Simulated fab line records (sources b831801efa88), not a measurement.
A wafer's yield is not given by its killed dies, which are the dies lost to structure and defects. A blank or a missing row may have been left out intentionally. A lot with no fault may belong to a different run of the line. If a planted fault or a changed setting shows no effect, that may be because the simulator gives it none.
2 desks, one fault || flow sky130 || numbers are kept per desk, each desk with only its own; the story behind them comes last

METROLOGY DESK
What the gauges read, lot by lot, whatever tool the lot ran on: means of the sampled wafers that have a number. If a lot's mean is further than 4 standard deviations from the usual mean, the lot is out of limits and carries the mark OUT (the distance appears in the brackets).
Columns: A = METAL3_OVL at SKY_METAL3_OVL_MEAS_14, usual 1 nm; B = CAP2M_CVD_00_THK at SKY_CAP2M_THK_MEAS_01, usual 15.43 nm
{"lot": "L590", "first seen here": "day 39 19:35", "A": -2, "B": 15.24}
{"lot": "L593", "first seen here": "day 40 21:20", "A": -1, "B": 15.49}
{"lot": "L594", "first seen here": "day 41 10:15", "A": -6, "B": 15.61}
{"lot": "L596", "first seen here": "day 41 19:44", "A": -3, "B": 15.40}
{"lot": "L598", "first seen here": "day 42 07:30", "A": 5, "B": 15.47}
{"lot": "L600", "first seen here": "day 42 18:11", "A": 8, "B": 15.62}
{"lot": "L605", "first seen here": "day 44 03:29", "A": -4, "B": 15.55}
{"lot": "L606", "first seen here": "day 44 15:02", "A": 8, "B": "13.02 (-9.3) OUT"}
{"lot": "L607", "first seen here": "day 45 12:35", "A": 1, "B": "11.27 (-16) OUT"}
{"lot": "L609", "first seen here": "day 45 12:56", "A": 6, "B": 15.45}
{"lot": "L610", "first seen here": "day 45 17:51", "A": 4, "B": 15.69}
This desk's finding: out of limits on L606, L607; first on L606, day 45 16:02 (CAP2M_CVD_00_THK at SKY_CAP2M_THK_MEAS_01). Within limits: L590, L593, L594, L596, L598, L600, L605, L609, L610.

THE TOOL OWNER'S DESK: pecvd-01
The tool's own readings at SKY_CAP2M_CVD_00 (deposits SiO2, target thk 15.5 nm): means of the sampled wafers that have a number, for each lot that ran on this tool. If a lot's mean is further than 4 standard deviations from the usual mean, the lot is out of limits and carries the mark OUT (the distance appears in the brackets).
Columns: A = heater_power_w at SKY_CAP2M_CVD_00, usual 736 W
{"lot": "L590", "first seen here": "day 41 00:05", "A": 707}
{"lot": "L598", "first seen here": "day 43 10:13", "A": 694}
{"lot": "L606", "first seen here": "day 45 16:01", "A": 630}
{"lot": "L607", "first seen here": "day 46 13:08", "A": 639}
This desk's verdict: no lot among the 4 shows anything out of limits.

BROUGHT TOGETHER
At day 45 16:02 the metrology desk could have sounded an alarm, on L606, L607.
Nothing out of limits was seen by the tool owner's desk.
The tool owner's desk has L606, L607 on record, within its limits.
On pecvd-01, each named lot ran SKY_CAP2M_CVD_00.

WHAT THE SIMULATOR PUT IN
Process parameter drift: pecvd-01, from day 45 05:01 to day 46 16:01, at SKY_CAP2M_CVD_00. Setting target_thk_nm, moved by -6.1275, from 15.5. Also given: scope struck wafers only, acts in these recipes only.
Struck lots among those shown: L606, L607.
Delay in hours, fault start to first out-of-limits reading, per desk: metrology desk 11.
